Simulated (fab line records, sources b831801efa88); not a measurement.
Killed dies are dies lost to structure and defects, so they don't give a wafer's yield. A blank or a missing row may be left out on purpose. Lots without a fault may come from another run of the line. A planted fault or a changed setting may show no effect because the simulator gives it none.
Which tool did it? | flow gf180mcu | 12 lots, 36 wafers sampled, at 3 steps of a route of 602

WHAT THE GAUGES READ, wafer by wafer
GF_V5_THK_MEAS_03. Usual: V5_CVD_02_THK 1445 nm, standard deviation 20.
lot  | measured     | on            | V5_CVD_02_THK (nm) | flag
L377 | day 26 05:39 | film_metro-03 | 1443 1437 1454     |
L379 | day 27 01:06 | film_metro-04 | 1477 1456 1455     |
L382 | day 28 03:30 | film_metro-02 | 1418 1442 1455     |
L383 | day 28 09:04 | film_metro-02 | 1411 1449 1444     |
L385 | day 28 21:41 | film_metro-02 | 1458 1463 1476     |
L386 | day 29 11:24 | film_metro-03 | 1431 1455 1466     |
L387 | day 29 13:56 | film_metro-04 | 1421 1467 1442     |
L388 | day 29 17:17 | film_metro-04 | 1429 1446 1454     |
L390 | day 30 10:58 | film_metro-04 | 1443 1433 1444     |
L392 | day 31 05:46 | film_metro-02 | 1426 1443 1465     |
L395 | day 31 19:47 | film_metro-02 | 1413 1416 1461     |
L398 | day 32 14:26 | film_metro-04 | 1450 1465 1452     |

WHICH TOOL RAN EACH LOT (tool, then ch and the chambers of the sampled wafers, then the start)
lot  | GF_MIM_STRIP_20                      | GF_M5_STRIP_11
L377 | plasma_asher-04 ch 0,1, day 25 06:14 | plasma_asher-03 ch 0,1, day 26 04:51
L379 | plasma_asher-02 ch 1, day 26 02:43   | plasma_asher-01 ch 0,1, day 27 00:21
L382 | plasma_asher-01 ch 0,1, day 27 06:02 | plasma_asher-02 ch 0,1, day 28 02:44
L383 | plasma_asher-01 ch 0,1, day 27 11:46 | plasma_asher-02 ch 0,1, day 28 08:18
L385 | plasma_asher-04 ch 0,1, day 28 01:17 | plasma_asher-01 ch 0,1, day 28 20:53
L386 | plasma_asher-01 ch 0,1, day 28 15:01 | plasma_asher-03 ch 1, day 29 10:31
L387 | plasma_asher-01 ch 0,1, day 28 17:13 | plasma_asher-02 ch 0,1, day 29 13:10
L388 | plasma_asher-01 ch 0,1, day 28 19:58 | plasma_asher-01 ch 0,1, day 29 16:33
L390 | plasma_asher-01 ch 0,1, day 29 14:25 | plasma_asher-02 ch 0,1, day 30 10:08
L392 | plasma_asher-01 ch 0,1, day 30 10:37 | plasma_asher-03 ch 0,1, day 31 05:00
L395 | plasma_asher-01 ch 0,1, day 31 00:38 | plasma_asher-02 ch 0,1, day 31 19:01
L398 | plasma_asher-02 ch 0,1, day 31 20:44 | plasma_asher-01 ch 0,1, day 32 13:40
- GF_MIM_STRIP_20: strips in O2/N2.
- GF_M5_STRIP_11: strips in O2/N2.

WHAT THE TOOLS THEMSELVES READ (means of the sampled wafers that have a number; where no wafer has one, the mark that the record gives instead)
GF_MIM_STRIP_20. Usual: drypump_motor_current_A 5.5 A, standard deviation 0.35; heater_power_w 312 W, standard deviation 23; oes_product_au 0.692 a.u., standard deviation 0.0047; strip_time_to_endpoint_s 11.22 s, standard deviation 0.04.
lot  | tool            | drypump_motor_current_A (A) | heater_power_w (W) | oes_product_au (a.u.) | strip_time_to_endpoint_s (s) | flag
L377 | plasma_asher-04 | 5.4                         | 298                | 0.693                 | 11.26                        |
L379 | plasma_asher-02 | 4.9                         | 358                | 0.691                 | 11.20                        |
L382 | plasma_asher-01 | 5.8                         | 307                | 0.694                 | 11.24                        |
L383 | plasma_asher-01 | 5.5                         | 314                | 0.692                 | 11.18                        |
L385 | plasma_asher-04 | 5.5                         | 309                | 0.690                 | 11.20                        |
L386 | plasma_asher-01 | 5.8                         | 305                | 0.692                 | 11.15                        |
L387 | plasma_asher-01 | 5.5                         | 318                | 0.699                 | 11.29                        |
L388 | plasma_asher-01 | 5.8                         | 310                | 0.694                 | 11.24                        |
L390 | plasma_asher-01 | 5.8                         | 307                | 0.691                 | 11.19                        |
L392 | plasma_asher-01 | 5.8                         | 309                | 0.687                 | 11.24                        |
L395 | plasma_asher-01 | 5.5                         | 317                | 0.688                 | 11.17                        |
L398 | plasma_asher-02 | 5.3                         | 312                | 0.687                 | 11.26                        |

GF_M5_STRIP_11. Usual: drypump_motor_current_A 5.4 A, standard deviation 0.39; heater_power_w 324 W, standard deviation 24; oes_product_au 0.545 a.u., standard deviation 0.0052; strip_time_to_endpoint_s 7.55 s, standard deviation 0.053.
lot  | tool            | drypump_motor_current_A (A) | heater_power_w (W) | oes_product_au (a.u.) | strip_time_to_endpoint_s (s) | flag
L377 | plasma_asher-03 | 5.5                         | 336                | 0.546                 | 7.55                         |
L379 | plasma_asher-01 | 5.7                         | 304                | 0.547                 | 7.57                         |
L382 | plasma_asher-02 | 5.1                         | 332                | 0.542                 | 7.60                         |
L383 | plasma_asher-02 | 5.1                         | 327                | 0.550                 | 7.55                         |
L385 | plasma_asher-01 | 5.8                         | 313                | 0.545                 | 7.55                         |
L386 | plasma_asher-03 | 5.7                         | 335                | 0.547                 | 7.51                         |
L387 | plasma_asher-02 | 5.1                         | 337                | 0.543                 | 7.46                         |
L388 | plasma_asher-01 | 5.8                         | 306                | 0.537                 | 7.49                         |
L390 | plasma_asher-02 | 5.3                         | 306                | 0.544                 | 7.63                         |
L392 | plasma_asher-03 | 5.5                         | 337                | 0.544                 | 7.58                         |
L395 | plasma_asher-02 | 5.3                         | 308                | 0.544                 | 7.53                         |
L398 | plasma_asher-01 | 5.5                         | 319                | 0.547                 | 7.55                         |

THE ANSWER, worked out from the rows above alone
Rule: a lot is off if the mean of its wafers that have a number lies more than 3 standard deviations from the usual mean. A lot without any number at a reading at which 4 lots or more have one is off too. The other lots that the step has rows for count as sound. The gauges are gone through in route order, then the tools' own readings, and for those a lot's mean is taken as printed above. The first step at which some lot is off is used, and at that step the reading that is off furthest; a lot without a number counts as furthest.
No lot is off at any reading shown: from this, nothing can be told.

WHAT THE SIMULATOR HAD PUT IN
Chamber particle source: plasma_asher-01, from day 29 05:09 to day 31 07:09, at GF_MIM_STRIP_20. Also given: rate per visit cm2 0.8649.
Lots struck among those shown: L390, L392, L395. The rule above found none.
